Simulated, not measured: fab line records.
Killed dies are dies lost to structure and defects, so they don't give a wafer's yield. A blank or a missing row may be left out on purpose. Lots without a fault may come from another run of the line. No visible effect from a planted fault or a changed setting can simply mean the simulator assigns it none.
Code-filled problem report in 8D (eight disciplines) form -- flow sky130 -- the parts of the form that need people (team, actions taken, sign-off) are left out

## 1. THE PROBLEM
VIA4_W_RS at SKY_VIA4_RS_MEAS_19 reads a mean of 0.359 ohm/sq on 5 wafers of 3 lots; wafers without a fault read 0.227 ohm/sq with a standard deviation of 0.0034. That is +39 standard deviations from the usual mean.
The step: measures by four-point-probe.
The first sign was on wafer L763.3 at day 45 17:37, on filmMetro-01. The record has a number at this step for 30 wafers belonging to 10 lots. The rule behind "out" and "out of limits": a value lying over 4 standard deviations away from the usual mean. All remaining wafers that have a number are taken as sound.

## 2. WHAT IT IS, AND WHAT IT ISN'T
question,is,is not
which readings at this step,VIA4_W_RS,-
which lots,"L763, L764, L765","L755, L756, L757, L770, L771, L774, L775"
which wafers of those lots,"L763.3, L763.4, L764.4, L765.3, L765.4","L763.2, L764.2, L764.5, L765.2"
read on which gauges,"filmMetro-01, filmMetro-02, filmMetro-04",-
when,from day 45 17:37,"up to then (10 sound wafers); but 15 sound wafers of L764, L765, L770, L771, L774, L775 came after"

## 3. WHAT RULES OUT EACH SUSPECT
Counting: any tool at a process step up to the reading remains a suspect provided it ran every lot that is out. Sound lots after the first of them don't rule it out here, since some wafers of a struck lot are sound.
- the gauge at SKY_VIA4_RS_MEAS_19: ruled out. The wafers that are out were read on 3 gauges (filmMetro-01, filmMetro-02, filmMetro-04).
- cvdW-02 at SKY_VIA4_CVD_18 (deposits W, target thk 505 nm, time 152.14 s): kept. Every lot that is out went through it, the first being L763 (day 45 17:27); the last sound lot it ran before that was L757 (day 43 14:28).
Remaining after the count: cvdW-02 at SKY_VIA4_CVD_18.

## 4. THE CAUSE (what the simulator had put in)
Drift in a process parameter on cvdW-02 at SKY_VIA4_CVD_18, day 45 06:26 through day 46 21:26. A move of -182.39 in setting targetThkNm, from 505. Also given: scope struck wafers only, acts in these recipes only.
The count eliminated every tool but this one.

## 5. THE EFFECT CHAIN, in route order
Each row: a reading where the mean over the struck wafers with a number is more than 3 standard deviations away from the usual. Readings are gone through only where the record gives a usual standard deviation; hours: the median, over the lots, of the time from a lot's start at the first step in this table giving one to that lot's start at this step; sigmas: the change measured in usual standard deviations.
hours,step,reading,usual,on struck wafers,change,sigmas
0,SKY_VIA4_RS_MEAS_19,VIA4_W_RS,0.227 ohm/sq,0.359,+0.132,+39
0,SKY_VIA4_THK_MEAS_20,VIA4_W_THK,491 nm,313,-178,-23
0,SKY_VIA4_CMP_21,timeToEndpointS,124 s,79,-45,-9.4
It contains these process steps:
- SKY_VIA4_CMP_21: polishes, stops on SiO2, t overpolish 25 s, target thk 0 nm.

## 6. HOW IT WOULD HAVE BEEN CAUGHT EARLIER
The first out-of-limits reading at a measuring or inspecting step in this record came at day 45 17:37, 11 hours after the fault's start at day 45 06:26.
Tool readings at SKY_VIA4_CVD_18 with a usual standard deviation given in the record: none out on any struck wafer, hence no alarm at a limit of 4 standard deviations on them.
Lots out: 3; of these, L765, L764 started SKY_VIA4_CVD_18 on cvdW-02 after day 45 17:37. A hold on the tool at that time would have spared those 2.
